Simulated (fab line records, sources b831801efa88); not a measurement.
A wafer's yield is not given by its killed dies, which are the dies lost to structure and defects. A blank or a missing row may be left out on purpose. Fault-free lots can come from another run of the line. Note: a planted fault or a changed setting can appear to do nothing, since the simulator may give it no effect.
Which tool did it? || flow gf180mcu || 12 lots with 36 wafers sampled at 4 steps, on a route of 602 steps

## WHAT EACH GAUGE READ, for each wafer
GF_HV_LDD_TW_MEAS_38. Usual: HV_LDD_3_TW typically reads 1442, with standard deviation 29.
{"lot": "L741", "measured": "day 11 15:34", "on": "film_metro-03", "HV_LDD_3_TW": "1397 1401 1400", "flag": ""}
{"lot": "L742", "measured": "day 11 22:46", "on": "film_metro-04", "HV_LDD_3_TW": "1458 1459 1463", "flag": ""}
{"lot": "L743", "measured": "day 12 01:53", "on": "film_metro-04", "HV_LDD_3_TW": "1455 1458 1447", "flag": ""}
{"lot": "L744", "measured": "day 12 19:52", "on": "film_metro-03", "HV_LDD_3_TW": "1408 1408 1405", "flag": ""}
{"lot": "L745", "measured": "day 13 02:44", "on": "film_metro-03", "HV_LDD_3_TW": "1414 1400 1405", "flag": ""}
{"lot": "L747", "measured": "day 13 08:24", "on": "film_metro-03", "HV_LDD_3_TW": "1410 1406 1407", "flag": ""}
{"lot": "L749", "measured": "day 14 06:44", "on": "film_metro-04", "HV_LDD_3_TW": "1444 1452 1447", "flag": ""}
{"lot": "L752", "measured": "day 15 06:26", "on": "film_metro-02", "HV_LDD_3_TW": "1474 1467 1478", "flag": ""}
{"lot": "L754", "measured": "day 15 15:50", "on": "film_metro-03", "HV_LDD_3_TW": "1415 1414 1420", "flag": ""}
{"lot": "L753", "measured": "day 16 04:16", "on": "film_metro-04", "HV_LDD_3_TW": "1467 1463 1459", "flag": ""}
{"lot": "L763", "measured": "day 18 13:15", "on": "film_metro-03", "HV_LDD_3_TW": "1425 1423 1424", "flag": ""}
{"lot": "L764", "measured": "day 19 02:56", "on": "film_metro-02", "HV_LDD_3_TW": "1471 1477 1480", "flag": ""}

GF_HV_LDD_RS_MEAS_53: measurement is done with a four-point probe. Usual: HV_LDD_RS typically reads 418.7 ohm/sq, with standard deviation 1.2.
{"lot": "L741", "measured": "day 12 11:10", "on": "film_metro-03", "HV_LDD_RS (ohm/sq)": "418.4 418.1 416.6", "flag": ""}
{"lot": "L742", "measured": "day 12 18:19", "on": "film_metro-02", "HV_LDD_RS (ohm/sq)": "418.6 418.4 418.2", "flag": ""}
{"lot": "L743", "measured": "day 12 21:47", "on": "film_metro-03", "HV_LDD_RS (ohm/sq)": "420.0 420.0 420.6", "flag": ""}
{"lot": "L744", "measured": "day 13 15:30", "on": "film_metro-04", "HV_LDD_RS (ohm/sq)": "419.6 418.4 418.0", "flag": ""}
{"lot": "L745", "measured": "day 13 23:01", "on": "film_metro-03", "HV_LDD_RS (ohm/sq)": "419.6 419.6 419.6", "flag": ""}
{"lot": "L747", "measured": "day 14 04:55", "on": "film_metro-04", "HV_LDD_RS (ohm/sq)": "421.3 419.8 420.9", "flag": ""}
{"lot": "L749", "measured": "day 15 03:52", "on": "film_metro-02", "HV_LDD_RS (ohm/sq)": "416.4 417.8 417.9", "flag": ""}
{"lot": "L752", "measured": "day 16 04:22", "on": "film_metro-03", "HV_LDD_RS (ohm/sq)": "418.6 418.4 417.6", "flag": ""}
{"lot": "L754", "measured": "day 16 13:58", "on": "film_metro-04", "HV_LDD_RS (ohm/sq)": "417.5 417.9 417.3", "flag": ""}
{"lot": "L753", "measured": "day 17 03:04", "on": "film_metro-02", "HV_LDD_RS (ohm/sq)": "418.5 419.7 419.0", "flag": ""}
{"lot": "L763", "measured": "day 19 14:14", "on": "film_metro-02", "HV_LDD_RS (ohm/sq)": "418.0 417.7 418.5", "flag": ""}
{"lot": "L764", "measured": "day 20 03:32", "on": "film_metro-03", "HV_LDD_RS (ohm/sq)": "420.2 419.8 418.9", "flag": ""}

GF_CONTACT_RS_MEAS_25: measurement is done with a four-point probe. Usual: CONTACT_W_RS typically reads 0.385 ohm/sq, with standard deviation 0.0041.
{"lot": "L741", "measured": "day 16 03:59", "on": "film_metro-02", "CONTACT_W_RS (ohm/sq)": "0.386 0.380 0.381", "flag": ""}
{"lot": "L742", "measured": "day 16 13:12", "on": "film_metro-02", "CONTACT_W_RS (ohm/sq)": "0.386 0.381 0.379", "flag": ""}
{"lot": "L743", "measured": "day 16 16:04", "on": "film_metro-03", "CONTACT_W_RS (ohm/sq)": "0.384 0.384 0.383", "flag": ""}
{"lot": "L744", "measured": "day 17 12:28", "on": "film_metro-04", "CONTACT_W_RS (ohm/sq)": "0.382 0.383 0.380", "flag": ""}
{"lot": "L745", "measured": "day 17 20:40", "on": "film_metro-04", "CONTACT_W_RS (ohm/sq)": "0.381 0.387 0.378", "flag": ""}
{"lot": "L747", "measured": "day 18 04:28", "on": "film_metro-02", "CONTACT_W_RS (ohm/sq)": "0.389 0.388 0.385", "flag": ""}
{"lot": "L749", "measured": "day 19 05:40", "on": "film_metro-02", "CONTACT_W_RS (ohm/sq)": "0.391 0.392 0.383", "flag": ""}
{"lot": "L752", "measured": "day 20 11:01", "on": "film_metro-03", "CONTACT_W_RS (ohm/sq)": "0.382 0.386 0.384", "flag": ""}
{"lot": "L754", "measured": "day 20 18:21", "on": "film_metro-02", "CONTACT_W_RS (ohm/sq)": "0.384 0.383 0.384", "flag": ""}
{"lot": "L753", "measured": "day 21 09:51", "on": "film_metro-02", "CONTACT_W_RS (ohm/sq)": "0.382 0.381 0.389", "flag": ""}
{"lot": "L763", "measured": "day 23 17:37", "on": "film_metro-03", "CONTACT_W_RS (ohm/sq)": "0.378 0.373 0.381 0.379 0.373 0.380", "flag": ""}
{"lot": "L764", "measured": "day 24 05:41", "on": "film_metro-03", "CONTACT_W_RS (ohm/sq)": "0.383 0.392 0.392", "flag": ""}

## TOOL THAT RAN EACH LOT (tool first, then ch and the chambers of the sampled wafers, then the start)
{"lot": "L741", "GF_CONTACT_SPUTTER_22": "pvd_sputter-02, day 16 03:45"}
{"lot": "L742", "GF_CONTACT_SPUTTER_22": "pvd_sputter-03, day 16 12:58"}
{"lot": "L743", "GF_CONTACT_SPUTTER_22": "pvd_sputter-02, day 16 15:51"}
{"lot": "L744", "GF_CONTACT_SPUTTER_22": "pvd_sputter-02, day 17 12:13"}
{"lot": "L745", "GF_CONTACT_SPUTTER_22": "pvd_sputter-02, day 17 20:28"}
{"lot": "L747", "GF_CONTACT_SPUTTER_22": "pvd_sputter-04, day 18 04:16"}
{"lot": "L749", "GF_CONTACT_SPUTTER_22": "pvd_sputter-04, day 19 05:28"}
{"lot": "L752", "GF_CONTACT_SPUTTER_22": "pvd_sputter-02, day 20 10:49"}
{"lot": "L754", "GF_CONTACT_SPUTTER_22": "pvd_sputter-02, day 20 18:09"}
{"lot": "L753", "GF_CONTACT_SPUTTER_22": "pvd_sputter-04, day 21 09:39"}
{"lot": "L763", "GF_CONTACT_SPUTTER_22": "pvd_sputter-04, day 23 17:23"}
{"lot": "L764", "GF_CONTACT_SPUTTER_22": "pvd_sputter-03, day 24 05:28"}
- GF_CONTACT_SPUTTER_22: material Ti, target thk 15 nm, time 80.02 s.

## WHAT THE TOOLS THEMSELVES READ (means of the sampled wafers that have a number; where no wafer has one, the mark that the record gives instead)
GF_CONTACT_SPUTTER_22. Usual: chamber_pressure_pa 5.000 Pa, standard deviation 0.0098; throttle_valve_pct 29.5 %, standard deviation 1.
{"lot": "L741", "tool": "pvd_sputter-02", "chamber_pressure_pa (Pa)": 5.004, "throttle_valve_pct (%)": 28.7, "flag": ""}
{"lot": "L742", "tool": "pvd_sputter-03", "chamber_pressure_pa (Pa)": 4.995, "throttle_valve_pct (%)": 30.1, "flag": ""}
{"lot": "L743", "tool": "pvd_sputter-02", "chamber_pressure_pa (Pa)": 4.994, "throttle_valve_pct (%)": 29.2, "flag": ""}
{"lot": "L744", "tool": "pvd_sputter-02", "chamber_pressure_pa (Pa)": 5.003, "throttle_valve_pct (%)": 29.2, "flag": ""}
{"lot": "L745", "tool": "pvd_sputter-02", "chamber_pressure_pa (Pa)": 5.002, "throttle_valve_pct (%)": 29.1, "flag": ""}
{"lot": "L747", "tool": "pvd_sputter-04", "chamber_pressure_pa (Pa)": 4.992, "throttle_valve_pct (%)": 29.6, "flag": ""}
{"lot": "L749", "tool": "pvd_sputter-04", "chamber_pressure_pa (Pa)": 4.995, "throttle_valve_pct (%)": 30.3, "flag": ""}
{"lot": "L752", "tool": "pvd_sputter-02", "chamber_pressure_pa (Pa)": 5.012, "throttle_valve_pct (%)": 29.3, "flag": ""}
{"lot": "L754", "tool": "pvd_sputter-02", "chamber_pressure_pa (Pa)": 5.010, "throttle_valve_pct (%)": 28.7, "flag": ""}
{"lot": "L753", "tool": "pvd_sputter-04", "chamber_pressure_pa (Pa)": 5.000, "throttle_valve_pct (%)": 30.4, "flag": ""}
{"lot": "L763", "tool": "pvd_sputter-04", "chamber_pressure_pa (Pa)": 4.999, "throttle_valve_pct (%)": 30.3, "flag": ""}
{"lot": "L764", "tool": "pvd_sputter-03", "chamber_pressure_pa (Pa)": 4.998, "throttle_valve_pct (%)": 30.2, "flag": ""}

## THE ANSWER, worked out from the rows above alone
Rule: take the mean of a lot's wafers that have a number; if it is more than 3 standard deviations from the usual mean, the lot is off. A lot without any number at a reading at which 4 lots or more have one is off too. All remaining lots with rows at the step are treated as sound. The gauges are gone through in route order, then the tools' own readings, and for those a lot's mean is taken as printed above. At the first step where some lot is off, the reading lying furthest off is the one used; lots without a number count as furthest.
No lot is off at any reading shown: from this, nothing can be told.

## WHAT THE SIMULATOR PUT IN
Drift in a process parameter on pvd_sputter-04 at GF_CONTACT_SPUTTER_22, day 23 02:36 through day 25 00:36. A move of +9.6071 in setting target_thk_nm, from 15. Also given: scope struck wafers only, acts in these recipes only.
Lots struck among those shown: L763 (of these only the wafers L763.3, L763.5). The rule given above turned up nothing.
